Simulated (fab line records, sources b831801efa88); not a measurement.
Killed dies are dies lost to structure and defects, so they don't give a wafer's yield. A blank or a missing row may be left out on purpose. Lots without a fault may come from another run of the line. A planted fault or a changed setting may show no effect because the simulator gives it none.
Problem report in the 8D (eight disciplines) form, filled by code | flow gf180mcu | the parts of the form that need people (team, actions taken, sign-off) are left out

1. THE PROBLEM
dose_ions_cm2 at GF_PSD_IMPLANT_09 reads a mean of 1.6e+15 on 6 wafers of 2 lots; wafers without a fault read 1.5e+15 with a standard deviation of 1.7e+12. That is +31 standard deviations from the usual mean.
First seen on wafer L648.2, day 19 15:10, on implanter-01. The record holds 42 wafers of 14 lots with a number at this step. Rule for "out", or "out of limits": more than 4 standard deviations from the usual mean. The other wafers with a number count as sound.

2. WHAT IT IS AND WHAT IT IS NOT
question                    | is                     | is not
which readings at this step | dose_ions_cm2          | -
which lots                  | L648, L650             | L633, L634, L635, L636, L638, L639, L640, L643, L646, L649, L654, L656
which wafers of those lots  | all that have a number | -
read on which tools         | implanter-01           | implanter-02, implanter-04
when                        | from day 19 15:10      | up to then (27 sound wafers); but 9 sound wafers of L649, L654, L656 came after

3. SUSPECTS, AND WHAT RULES EACH OUT
Counting: a tool at a process step up to the reading stays a suspect if it ran every lot that is out and no sound lot after the first of them.
- implanter-01 at GF_PSD_IMPLANT_09: kept. It ran every lot that is out, first L648 (day 19 15:10), and no sound lot after that; its last sound lot up to then is L643 (day 17 19:45). Its own readings are out on those wafers: dose_ions_cm2.
Left after counting: implanter-01 at GF_PSD_IMPLANT_09.

4. THE CAUSE (what the simulator had put in)
Process parameter drift: implanter-01, from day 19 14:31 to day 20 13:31, at GF_PSD_IMPLANT_09. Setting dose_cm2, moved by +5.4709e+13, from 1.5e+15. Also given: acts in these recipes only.
Counting left only this tool.

5. THE CHAIN OF EFFECTS, in route order
Each row: a reading whose mean over the struck wafers that have a number lies more than 3 standard deviations from the usual. Only readings for which the record gives a usual standard deviation are gone through. hours: the time from each lot's start at the first step in this table that gives one to its start at this step, as a median over the lots. sigmas: the change in usual standard deviations.
hours | step              | reading       | usual   | on struck wafers | change   | sigmas
0     | GF_PSD_IMPLANT_09 | dose_ions_cm2 | 1.5e+15 | 1.6e+15          | +5.3e+13 | +31
The process steps in it:
- GF_PSD_IMPLANT_09

6. WHAT WOULD HAVE CAUGHT IT SOONER
In this record the first reading out of limits was taken at day 19 15:10, 1 hour after the fault began at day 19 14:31.
